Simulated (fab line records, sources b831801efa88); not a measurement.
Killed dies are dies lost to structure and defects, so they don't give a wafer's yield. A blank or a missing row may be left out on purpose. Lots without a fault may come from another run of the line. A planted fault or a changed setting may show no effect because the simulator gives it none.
Which tool did it? | flow gf180mcu | 7 lots, 21 wafers sampled, at 3 steps of a route of 602

WHAT THE GAUGES READ, wafer by wafer
GF_NSD_TW_MEAS_12.
lot  | measured     | on            | NSD_TW
L902 | day 14 00:53 | film_metro-01 | 4274 4282 4285
L904 | day 14 22:33 | film_metro-04 | 4234 4251 4271
L906 | day 15 18:19 | film_metro-04 | 4254 4244 4224
L910 | day 17 02:19 | film_metro-01 | 4290 4314 4278
L912 | day 17 15:22 | film_metro-03 | 4166 4183 4172
L920 | day 20 12:18 | film_metro-03 | 30 30 30
L923 | day 21 11:55 | film_metro-01 | 4263 4275 4280

WHICH TOOL RAN EACH LOT (tool, then ch and the chambers of the sampled wafers, then the start)
lot  | GF_HV_LDD_STRIP_37                   | GF_NSD_DEVELOP_06
L902 | plasma_asher-03 ch 0,1, day 12 05:58 | litho_track-02 ch 0, day 14 00:11
L904 | plasma_asher-02 ch 0,1, day 13 00:25 | litho_track-01 ch 0, day 14 21:51
L906 | plasma_asher-04 ch 0,1, day 13 19:57 | litho_track-04 ch 0, day 15 17:37
L910 | plasma_asher-02 ch 0,1, day 15 02:43 | litho_track-02 ch 0, day 17 01:40
L912 | plasma_asher-04 ch 0,1, day 15 13:31 | litho_track-01 ch 0, day 17 14:42
L920 | plasma_asher-03 ch 0,1, day 18 09:05 | litho_track-02 ch 0, day 20 11:38
L923 | plasma_asher-04 ch 0,1, day 19 07:16 | litho_track-01 ch 0, day 21 11:14
- GF_HV_LDD_STRIP_37: strips in O2/N2.
- GF_NSD_DEVELOP_06: develop time 60 s.

THE ANSWER, worked out from the rows above alone
Rule: what is usual is taken from the lots themselves. Put in order of their means at a reading, lots are off if they are a third of the lots or fewer, leave a main group of 4 or more, and stand apart from it by a gap of 3 or more times the standard deviation of the main group's means; of several such gaps the widest counts. A main group whose means are all the same, to the digits that the tables above print for the reading, isn't used. A lot without any number at a reading at which 4 lots or more have one is off too. The other lots that the step has rows for count as sound.
Off: L920, at GF_NSD_TW_MEAS_12 (NSD_TW). The main group: mean 4252, standard deviation 39.
A tool fits if, at a process step before that reading, it ran every lot that is off, and no sound lot after the first of them. The gauges at GF_NSD_TW_MEAS_12 are tried like those tools. Can't be told from this: 3 tools fit, plasma_asher-03 at GF_HV_LDD_STRIP_37, litho_track-02 at GF_NSD_DEVELOP_06, film_metro-03 at GF_NSD_TW_MEAS_12.

WHAT THE SIMULATOR HAD PUT IN
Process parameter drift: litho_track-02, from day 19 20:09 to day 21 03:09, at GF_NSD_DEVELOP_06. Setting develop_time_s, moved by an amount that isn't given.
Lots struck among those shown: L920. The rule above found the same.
